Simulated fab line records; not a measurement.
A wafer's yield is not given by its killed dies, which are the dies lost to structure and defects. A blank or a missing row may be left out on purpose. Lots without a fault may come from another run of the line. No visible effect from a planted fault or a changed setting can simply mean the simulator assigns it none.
Which tool did it?    flow gf180mcu    Sampling: 6 lots, 18 wafers, 4 of 602 route steps

WHAT EACH GAUGE READ, for each wafer
GF_TOP_METAL_RS_MEAS_05: measures by four-point-probe.
lot   measured      on             TOP_METAL_ALCU_RS (ohm/sq)
L116  day 27 08:37  film_metro-01  0.0327 0.0323 0.0332
L118  day 28 10:27  film_metro-01  0.0329 0.0329 0.0324
L122  day 29 11:49  film_metro-02  0.0333 0.0330 0.0326
L126  day 30 18:07  film_metro-01  0.0335 0.0334 0.0330
L127  day 31 00:43  film_metro-01  0.0328 0.0319 0.0327
L138  day 33 14:25  film_metro-02  0.0331 0.0322 0.0323

TOOL THAT RAN EACH LOT (tool first, then ch and the chambers of the sampled wafers, then the start)
lot   GF_MIM_SPUTTER_07             GF_MIM_SPUTTER_08             GF_M5_METAL_ETCH_10
L116  pvd_sputter-03, day 24 14:52  pvd_sputter-03, day 24 14:53  rie_metal-02 ch 0,1, day 26 09:29
L118  pvd_sputter-04, day 25 16:13  pvd_sputter-04, day 25 16:16  rie_metal-02 ch 0,1, day 27 10:54
L122  pvd_sputter-03, day 26 22:12  pvd_sputter-03, day 26 22:15  rie_metal-02 ch 0,1, day 28 13:50
L126  pvd_sputter-03, day 28 05:50  pvd_sputter-03, day 28 05:53  rie_metal-03 ch 0,1, day 29 20:43
L127  pvd_sputter-03, day 28 12:49  pvd_sputter-03, day 28 12:52  rie_metal-02 ch 0,1, day 30 03:32
L138  pvd_sputter-03, day 31 09:36  pvd_sputter-03, day 31 09:38  rie_metal-04 ch 0,1, day 32 19:53
- GF_MIM_SPUTTER_07: material TiN, target thk 60 nm, time 50 s.
- GF_MIM_SPUTTER_08: material AlCu, target thk 200 nm, time 10.6 s.
- GF_M5_METAL_ETCH_10: etches the open film in Cl2/BCl3, stops on SiO2, target depth 750.8 nm, time 125.1 s.

THE ANSWER, worked out from the rows above alone
Rule: the lots themselves supply what counts as usual. Put in order of their means at a reading, lots are off if they are a third of the lots or fewer, leave a main group of 4 or more, and stand apart from it by a gap of 3 or more times the standard deviation of the main group's means; of several such gaps the widest counts. A main group whose means are all the same, to the digits that the tables above print for the reading, isn't used. A lot without any number at a reading at which 4 lots or more have one is off too. All remaining lots with rows at the step are treated as sound.
No lot is off at any reading shown: from this, nothing can be told.

WHAT THE SIMULATOR HAD PUT IN
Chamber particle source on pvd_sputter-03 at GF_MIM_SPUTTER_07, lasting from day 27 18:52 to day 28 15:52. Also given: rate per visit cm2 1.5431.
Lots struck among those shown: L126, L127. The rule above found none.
